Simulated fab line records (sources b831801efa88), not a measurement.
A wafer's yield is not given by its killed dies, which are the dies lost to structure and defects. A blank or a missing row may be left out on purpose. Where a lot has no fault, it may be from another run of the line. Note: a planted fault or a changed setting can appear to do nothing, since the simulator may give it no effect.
The tool behind it: which one? :: flow sfq line :: 21 wafers from 7 lots sampled at 2 of the route's 325 steps

== WHAT THE GAUGES SHOWED, per wafer ==
SFQ_M4_RS_MEAS_924: measures by four-point-probe.
lot: L454
measured: day 31 11:17
on: film metro-03
M4_NB_RS (ohm/sq): 0.901 0.893 0.900

lot: L456
measured: day 39 22:17
on: film metro-01
M4_NB_RS (ohm/sq): 0.882 0.867 0.880

lot: L459
measured: day 45 14:18
on: film metro-03
M4_NB_RS (ohm/sq): 0.883 0.888 0.900

lot: L462
measured: day 46 22:43
on: film metro-01
M4_NB_RS (ohm/sq): 0.912 0.909 0.897

lot: L464
measured: day 47 22:50
on: film metro-02
M4_NB_RS (ohm/sq): 0.897 0.901 0.890

lot: L469
measured: day 50 02:09
on: film metro-02
M4_NB_RS (ohm/sq): 0.885 1.872 1.867 0.882 1.875 1.866

lot: L476
measured: day 52 02:34
on: film metro-02
M4_NB_RS (ohm/sq): 0.881 0.879 0.869

== EACH LOT AND THE TOOL THAT RAN IT (in order: tool; ch and the chambers of the sampled wafers; start) ==
lot: L454
SFQ_TRILAYER_M4_DEP_SPUTTER_091: pvd sputter-04, day 31 11:12

lot: L456
SFQ_TRILAYER_M4_DEP_SPUTTER_091: pvd sputter-06, day 39 22:11

lot: L459
SFQ_TRILAYER_M4_DEP_SPUTTER_091: pvd sputter-06, day 45 14:13

lot: L462
SFQ_TRILAYER_M4_DEP_SPUTTER_091: pvd sputter-04, day 46 22:38

lot: L464
SFQ_TRILAYER_M4_DEP_SPUTTER_091: pvd sputter-03, day 47 22:44

lot: L469
SFQ_TRILAYER_M4_DEP_SPUTTER_091: pvd sputter-04, day 50 02:02

lot: L476
SFQ_TRILAYER_M4_DEP_SPUTTER_091: pvd sputter-06, day 52 02:28
- SFQ_TRILAYER_M4_DEP_SPUTTER_091: material Nb, target thk 200 nm, time 133.3 s.

== THE ANSWER, worked out from the rows above alone ==
Rule: usual is defined by the lots themselves. The widest of any qualifying gaps counts: lots, ordered by their means at a reading, are off when they make up no more than a third of the lots, leave a main group of 4 or more, and stand apart from it by 3 or more times the standard deviation of that group's means. A main group is skipped when, at the precision printed for the reading in the tables above, its means are all equal. Also off: a lot with no number at a reading for which 4 or more lots have one. All remaining lots with rows at the step are treated as sound.
Off: L469, seen at SFQ_M4_RS_MEAS_924 (M4_NB_RS). Mean 0.890 ohm/sq and standard deviation 0.011 in the main group.
A tool fits if, at a process step before that reading, it ran every lot that is off, and no sound lot after the first of them. The gauges at SFQ_M4_RS_MEAS_924 are tried like those tools. One candidate fits, namely pvd sputter-04 at SFQ_TRILAYER_M4_DEP_SPUTTER_091. A fault onset in the window from L462 (day 46 22:38, its last sound lot) to L469 (day 50 02:02, its first lot off) fits.

== WHAT THE SIMULATOR HAD INSERTED ==
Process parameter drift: pvd sputter-04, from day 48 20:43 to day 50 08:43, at SFQ_TRILAYER_M4_DEP_SPUTTER_091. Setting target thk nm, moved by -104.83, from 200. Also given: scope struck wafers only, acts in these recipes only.
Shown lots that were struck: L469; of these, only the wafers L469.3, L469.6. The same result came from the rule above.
